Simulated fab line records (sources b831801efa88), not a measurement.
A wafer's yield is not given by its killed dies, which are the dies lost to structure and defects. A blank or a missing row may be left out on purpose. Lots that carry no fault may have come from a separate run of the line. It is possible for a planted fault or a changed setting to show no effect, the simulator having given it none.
Which of the tools did it? | flow sky130 | 39 wafers from 13 lots sampled at 5 of the route's 708 steps

WHAT THE GAUGES READ, wafer by wafer
SKY_FIELD_ISO_THK_MEAS_04. Usual: FIELD_ISO_CVD_03_THK 166.8 nm, standard deviation 1.6.
lot  | measured    | on            | FIELD_ISO_CVD_03_THK (nm) | flag
L305 | day 1 18:56 | film-metro-02 | 165.4 164.1 164.3         |
L308 | day 2 10:04 | film-metro-03 | 168.6 169.8 168.2         |
L309 | day 2 15:36 | film-metro-03 | 165.1 165.4 166.2         |
L311 | day 3 01:36 | film-metro-03 | 167.6 166.3 166.6         |
L316 | day 4 03:28 | film-metro-04 | 168.3 168.6 167.4         |
L318 | day 4 13:04 | film-metro-02 | 166.3 167.9 167.3         |
L319 | day 4 21:14 | film-metro-04 | 165.1 165.2 165.1         |
L320 | day 5 00:07 | film-metro-04 | 169.3 169.1 169.4         |
L321 | day 5 05:31 | film-metro-04 | 165.3 164.8 164.9         |
L322 | day 5 09:04 | film-metro-02 | 166.1 169.2 168.2         |
L324 | day 5 17:29 | film-metro-04 | 168.9 169.1 167.5         |
L325 | day 5 22:30 | film-metro-04 | 169.6 169.4 168.9         |
L327 | day 6 08:29 | film-metro-02 | 165.7 165.8 165.3         |

SKY_VT_ADJUST_LVTN_OVL_MEAS_07. Usual: VT_ADJUST_LVTN_OVL -0.4 nm, standard deviation 1.1.
lot  | measured     | on         | VT_ADJUST_LVTN_OVL (nm) | flag
L305 | day 7 05:01  | overlay-02 | -1.4 -1.7 -0.1          |
L308 | day 7 23:16  | overlay-01 | - - -                   | OFF
L309 | day 8 02:52  | overlay-01 | 1.7 1.6 0.3             |
L311 | day 9 00:59  | overlay-02 | 1.7 1.7 0.9             |
L316 | day 10 17:44 | overlay-02 | -0.3 1.4 0.9            |
L318 | day 10 21:34 | overlay-01 | -2.7 -1.8 -1.5          |
L319 | day 11 00:50 | overlay-01 | -0.1 0.5 0.3            |
L320 | day 11 07:46 | overlay-01 | -1.8 -0.7 -1.4          |
L321 | day 11 16:31 | overlay-02 | -0.2 0.5 -0.6           |
L322 | day 11 16:52 | overlay-02 | -0.3 -0.2 -0.5          |
L324 | day 12 06:46 | overlay-02 | -0.4 -1.3 -1.2          |
L325 | day 12 13:02 | overlay-01 | -1.7 -2.6 -1.3          |
L327 | day 13 12:37 | overlay-02 | -2.4 -0.2 -0.2          |

SKY_VT_ADJUST_LVTN_TW_MEAS_10. Usual: VT_ADJUST_LVTN_TW 242.5, standard deviation 2.6.
lot  | measured     | on            | VT_ADJUST_LVTN_TW | flag
L305 | day 7 05:18  | film-metro-04 | 241.7 242.2 241.0 |
L308 | day 7 23:32  | film-metro-03 | 30.7 30.8 30.6    | OFF
L309 | day 8 03:10  | film-metro-01 | 238.6 239.1 238.6 |
L311 | day 9 01:17  | film-metro-04 | 243.1 241.3 243.9 |
L316 | day 10 18:01 | film-metro-04 | 242.1 242.7 243.4 |
L318 | day 10 21:52 | film-metro-01 | 239.4 239.3 239.1 |
L319 | day 11 01:08 | film-metro-03 | 244.7 244.2 245.7 |
L320 | day 11 08:03 | film-metro-01 | 239.1 238.7 239.7 |
L321 | day 11 16:47 | film-metro-03 | 244.0 245.9 244.7 |
L322 | day 11 17:09 | film-metro-04 | 241.8 243.3 244.2 |
L324 | day 12 07:03 | film-metro-04 | 241.7 242.4 241.8 |
L325 | day 12 13:20 | film-metro-04 | 241.3 242.6 241.8 |
L327 | day 13 12:55 | film-metro-04 | 241.7 242.6 242.7 |

SKY_LOCAL_INTERCONNECT_OVL_MEAS_12. Usual: LOCAL_INTERCONNECT_OVL 2 nm, standard deviation 5.2.
lot  | measured     | on         | LOCAL_INTERCONNECT_OVL (nm) | flag
L305 | day 30 18:05 | overlay-02 | -1 1 -2                     |
L308 | day 31 18:18 | overlay-02 | 4 5 11                      |
L309 | day 32 04:32 | overlay-01 | 1 4 4                       |
L311 | day 32 23:08 | overlay-01 | 3 2 7                       |
L316 | day 35 02:22 | overlay-01 | 6 8 3                       |
L318 | day 35 05:02 | overlay-01 | 1 -7 -5                     |
L319 | day 35 11:50 | overlay-01 | -1 3 0                      |
L320 | day 35 20:58 | overlay-02 | 8 6 4                       |
L321 | day 36 05:02 | overlay-02 | 10 4 15                     |
L322 | day 36 04:38 | overlay-01 | 2 6 10                      |
L324 | day 36 18:52 | overlay-02 | 1 4 -3                      |
L325 | day 37 06:02 | overlay-02 | -1 -1 3                     |
L327 | day 38 09:47 | overlay-02 | -9 -2 -4                    |

WHAT TOOL EACH LOT RAN ON (gives the tool, then ch and the chambers of the sampled wafers, and finally the start)
lot  | SKY_VT_ADJUST_LVTN_EXPOSE_04
L305 | iline-stepper-01 ch 0, day 6 19:10
L308 | iline-stepper-02 ch 0, day 7 13:28
L309 | iline-stepper-02 ch 0, day 7 17:16
L311 | iline-stepper-02 ch 0, day 8 14:38
L316 | iline-stepper-01 ch 0, day 10 06:41
L318 | iline-stepper-01 ch 0, day 10 09:48
L319 | iline-stepper-02 ch 0, day 10 13:46
L320 | iline-stepper-01 ch 0, day 10 20:59
L321 | iline-stepper-02 ch 0, day 11 05:26
L322 | iline-stepper-02 ch 0, day 11 06:04
L324 | iline-stepper-01 ch 0, day 11 18:59
L325 | iline-stepper-02 ch 0, day 12 01:02
L327 | iline-stepper-02 ch 0, day 13 00:17
- SKY_VT_ADJUST_LVTN_EXPOSE_04: exposes mask NWM COMPLEMENT LESS NATIVE, target cd 840 nm.

AS READ BY THE TOOLS THEMSELVES (means over the sampled wafers that have a number; for cases with no such wafer, the mark the record gives instead)
The record holds no such reading with a usual standard deviation.

THE ANSWER, worked out from the rows above alone
Rule: lot off if the mean of its wafers having a number is beyond 3 standard deviations from the usual mean. Also off: a lot with no number at a reading for which 4 or more lots have one. The other lots that the step has rows for count as sound. The gauges are gone through in route order, then the tools' own readings, and for those a lot's mean is taken as printed above. The first step at which some lot is off is used, and at that step the reading that is off furthest; a lot without a number counts as furthest.
Off: at SKY_VT_ADJUST_LVTN_OVL_MEAS_07 (VT_ADJUST_LVTN_OVL), L308. Without a number there: L308.
A tool fits if, at a process step before that reading, it ran every lot that is off, and no sound lot after the first of them. Not tried: the gauges at SKY_VT_ADJUST_LVTN_OVL_MEAS_07; whatever is off there is also off at SKY_VT_ADJUST_LVTN_TW_MEAS_10, on other tools, and gauge error can't account for it. No candidate that was tried fits.

WHAT HAD BEEN PUT IN BY THE SIMULATOR
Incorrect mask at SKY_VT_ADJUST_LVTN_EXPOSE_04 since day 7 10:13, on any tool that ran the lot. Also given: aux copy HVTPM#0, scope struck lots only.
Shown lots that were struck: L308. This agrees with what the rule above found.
